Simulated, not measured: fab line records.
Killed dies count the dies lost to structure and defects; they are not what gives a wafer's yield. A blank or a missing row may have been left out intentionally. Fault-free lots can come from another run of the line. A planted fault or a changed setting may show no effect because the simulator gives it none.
Which tool was responsible?	flow gf180mcu	12 lots with 36 wafers sampled at 6 steps, on a route of 602 steps

== WHAT EACH GAUGE READ, for each wafer ==
GF_CONTACT_THK_MEAS_03.
lot	measured	on	CONTACT_CVD_02_THK (nm)
L599	day 15 09:57	filmMetro-01	868 879 872
L601	day 16 03:45	filmMetro-04	849 866 883
L602	day 16 13:11	filmMetro-03	852 856 855
L604	day 17 08:01	filmMetro-04	863 845 844
L606	day 18 04:43	filmMetro-03	849 859 859
L608	day 18 19:23	filmMetro-04	840 852 847
L609	day 19 06:19	filmMetro-04	875 876 887
L614	day 21 03:41	filmMetro-03	857 872 862
L617	day 22 02:33	filmMetro-01	842 850 857
L619	day 22 17:56	filmMetro-01	862 853 877
L620	day 23 03:08	filmMetro-01	859 872 878
L621	day 23 12:55	filmMetro-04	852 879 867

GF_CONTACT_OVL_MEAS_15.
lot	measured	on	CONTACT_OVL (nm)
L599	day 16 08:02	overlay-01	-9 5 5
L601	day 17 03:05	overlay-02	-8 3 0
L602	day 17 12:52	overlay-01	-1 3 -3
L604	day 18 07:50	overlay-01	2 -11 -4
L606	day 19 05:05	overlay-02	14 11 3
L608	day 19 20:19	overlay-01	0 -3 -2
L609	day 20 07:04	overlay-01	4 8 1
L614	day 22 03:41	overlay-01	3 9 2
L617	day 23 02:02	overlay-01	3 -1 0
L619	day 23 16:56	overlay-01	7 0 4
L620	day 24 01:47	overlay-02	-12 -11 -4
L621	day 24 11:53	overlay-02	-4 -6 -5

GF_CONTACT_RS_MEAS_25: the measuring method here is four-point-probe.
lot	measured	on	CONTACT_W_RS (ohm/sq)
L599	day 16 08:47	filmMetro-04	0.378 0.377 0.382
L601	day 17 03:47	filmMetro-04	0.369 0.378 0.377
L602	day 17 13:35	filmMetro-04	0.384 0.381 0.385
L604	day 18 08:32	filmMetro-03	0.382 0.384 0.389
L606	day 19 05:47	filmMetro-01	0.374 0.375 0.383
L608	day 19 21:07	filmMetro-04	0.386 0.381 0.381
L609	day 20 07:48	filmMetro-01	0.383 0.378 0.381
L614	day 22 04:23	filmMetro-04	0.387 0.385 0.386
L617	day 23 02:46	filmMetro-04	0.351 0.384 0.349
L619	day 23 17:38	filmMetro-01	0.373 0.375 0.372
L620	day 24 02:29	filmMetro-01	0.353 0.388 0.353
L621	day 24 12:36	filmMetro-04	0.380 0.388 0.389

GF_CONTACT_THK_MEAS_26: measures by xrf.
lot	measured	on	CONTACT_W_THK (nm)
L599	day 16 08:55	filmMetro-04	303 303 297
L601	day 17 03:54	filmMetro-04	308 300 302
L602	day 17 13:42	filmMetro-04	295 298 295
L604	day 18 08:40	filmMetro-03	300 300 298
L606	day 19 05:54	filmMetro-01	305 305 299
L608	day 19 21:13	filmMetro-04	295 297 298
L609	day 20 07:53	filmMetro-01	296 302 299
L614	day 22 04:30	filmMetro-04	294 296 294
L617	day 23 02:52	filmMetro-04	324 297 326
L619	day 23 17:45	filmMetro-01	306 305 308
L620	day 24 02:36	filmMetro-01	326 296 324
L621	day 24 12:43	filmMetro-04	299 295 292

== WHICH TOOL RAN EACH LOT (tool, then ch and the chambers of the sampled wafers, then the start) ==
lot	GF_CONTACT_CVD_02	GF_CONTACT_CVD_24
L599	pecvd-04 ch 1,2, day 15 09:52	cvdW-02 ch 0,1, day 16 08:41
L601	pecvd-01 ch 0,1, day 16 03:41	cvdW-01 ch 0,1, day 17 03:41
L602	pecvd-01 ch 0,1, day 16 13:07	cvdW-01 ch 1, day 17 13:28
L604	pecvd-04 ch 1,2, day 17 07:56	cvdW-02 ch 0,1, day 18 08:26
L606	pecvd-02 ch 0,1, day 18 04:39	cvdW-01 ch 0,1, day 19 05:41
L608	pecvd-02 ch 0,2, day 18 19:19	cvdW-02 ch 1, day 19 20:59
L609	pecvd-01 ch 0,1,2, day 19 06:14	cvdW-01 ch 0,1, day 20 07:41
L614	pecvd-04 ch 1,2, day 21 03:37	cvdW-02 ch 0,1, day 22 04:17
L617	pecvd-04 ch 0,2, day 22 02:28	cvdW-02 ch 0,1, day 23 02:40
L619	pecvd-02 ch 0,1,2, day 22 17:52	cvdW-01 ch 0,1, day 23 17:32
L620	pecvd-04 ch 0,1, day 23 03:04	cvdW-02 ch 0,1, day 24 02:23
L621	pecvd-04 ch 1,2, day 23 12:50	cvdW-01 ch 0,1, day 24 12:29
- GF_CONTACT_CVD_02: deposits SiO2 from TEOS, target thk 860 nm, time 95.992 s.
- GF_CONTACT_CVD_24: deposits W, target thk 300 nm, time 90.339 s.

== WHAT THE TOOLS THEMSELVES READ (means of the sampled wafers that have a number; where no wafer has one, the mark that the record gives instead) ==
GF_CONTACT_CVD_02.
lot	tool	heaterPowerW (W)
L599	pecvd-04	581
L601	pecvd-01	706
L602	pecvd-01	691
L604	pecvd-04	572
L606	pecvd-02	608
L608	pecvd-02	562
L609	pecvd-01	682
L614	pecvd-04	606
L617	pecvd-04	694
L619	pecvd-02	629
L620	pecvd-04	530
L621	pecvd-04	605

GF_CONTACT_CVD_24.
lot	tool	heaterPowerW (W)
L599	cvdW-02	906
L601	cvdW-01	946
L602	cvdW-01	872
L604	cvdW-02	871
L606	cvdW-01	960
L608	cvdW-02	843
L609	cvdW-01	920
L614	cvdW-02	867
L617	cvdW-02	867
L619	cvdW-01	954
L620	cvdW-02	879
L621	cvdW-01	962

== THE ANSWER, worked out from the rows above alone ==
Rule: usual is defined by the lots themselves. Put in order of their means at a reading, lots are off if they are a third of the lots or fewer, leave a main group of 4 or more, and stand apart from it by a gap of 3 or more times the standard deviation of the main group's means; of several such gaps the widest counts. The tables above print the reading to a certain number of digits; a main group whose means all agree to those digits is not used. Also off: a lot with no number at a reading for which 4 or more lots have one. All remaining lots with rows at the step are treated as sound. The gauges are gone through in route order, then the tools' own readings, and for those a lot's mean is taken as printed above. At the first step where some lot is off, the reading lying furthest off is the one used; lots without a number count as furthest.
No lot is off on any of the readings shown, so nothing can be concluded from this.

== WHAT THE SIMULATOR HAD INSERTED ==
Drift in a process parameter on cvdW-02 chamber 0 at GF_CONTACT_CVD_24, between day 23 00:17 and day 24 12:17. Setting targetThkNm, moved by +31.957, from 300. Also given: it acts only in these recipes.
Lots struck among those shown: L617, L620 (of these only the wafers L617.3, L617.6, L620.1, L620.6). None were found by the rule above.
